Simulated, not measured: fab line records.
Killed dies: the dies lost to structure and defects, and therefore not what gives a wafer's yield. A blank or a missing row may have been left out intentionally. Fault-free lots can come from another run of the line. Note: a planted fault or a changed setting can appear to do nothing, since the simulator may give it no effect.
8D (eight disciplines) problem report, filled in by code -- flow sky130 -- the parts of the form that need people (team, actions taken, sign-off) are left out

1. WHAT WENT WRONG
Mean of developerTempC at SKY_NWELL_DEVELOP_22: 25.27 C across 6 wafers in 2 lots; on wafers with no fault it is 23.01 C (standard deviation 0.12). Measured from the usual mean, that is +19 standard deviations.
The step: develop time 60 s.
Earliest sighting: wafer L614.3 on lithoTrack-02 at day 10 04:00. The record holds 39 wafers of 13 lots with a number at this step. Rule for "out", or "out of limits": more than 4 standard deviations from the usual mean. All remaining wafers that have a number are taken as sound.

2. WHAT IT IS; WHAT IT IS NOT
question,is,is not
which readings at this step,developerTempC,resistLineTempC
which lots,"L614, L616","L595, L596, L597, L598, L599, L600, L601, L602, L607, L615, L617"
which wafers of those lots,all that have a number,-
read on which tools,lithoTrack-02,"lithoTrack-03, lithoTrack-04"
when,from day 10 04:00,"up to then (27 sound wafers); but 6 sound wafers of L615, L617 came after"

3. SUSPECTS, AND WHAT RULES EACH OUT
Counting: a tool at a process step up to the reading stays a suspect if it ran every lot that is out and no sound lot after the first of them.
- lithoTrack-02 at SKY_NWELL_DEVELOP_22 (develop time 60 s): kept. All lots that are out passed through it, beginning with L614 at day 10 04:00, and no sound lot followed; its final sound lot before that point was L601 at day 6 19:00. On those wafers its own readings are out: developerTempC.
After counting, what remains is lithoTrack-02 at SKY_NWELL_DEVELOP_22.

4. THE CAUSE (what the simulator had put in)
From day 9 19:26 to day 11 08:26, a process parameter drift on lithoTrack-02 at SKY_NWELL_DEVELOP_22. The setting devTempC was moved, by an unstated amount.
Only this tool survived the counting.

5. THE EFFECT CHAIN, in route order
One row per reading whose mean, taken over the struck wafers that have a number, lies over 3 standard deviations from the usual. Scope: only readings with a usual standard deviation given in the record; hours: median across lots of the time from each lot's start at the first step in this table that gives one to its start at this step; sigmas: change in usual standard deviations.
hours,step,reading,usual,on struck wafers,change,sigmas
0,SKY_NWELL_DEVELOP_22,developerTempC,23.01 C,25.27,+2.26,+19
Process steps it contains:
- SKY_NWELL_DEVELOP_22: develop time 60 s.
At these later measuring or inspecting steps, every struck wafer for which the step has a row has a number for every such reading, and none has moved that far: SKY_VT_ADJUST_HVTR_CD_MEAS_07.

6. WHAT WOULD HAVE CAUGHT IT SOONER
In this record the first reading out of limits was taken at day 10 04:00, 9 hours after the fault began at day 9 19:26.
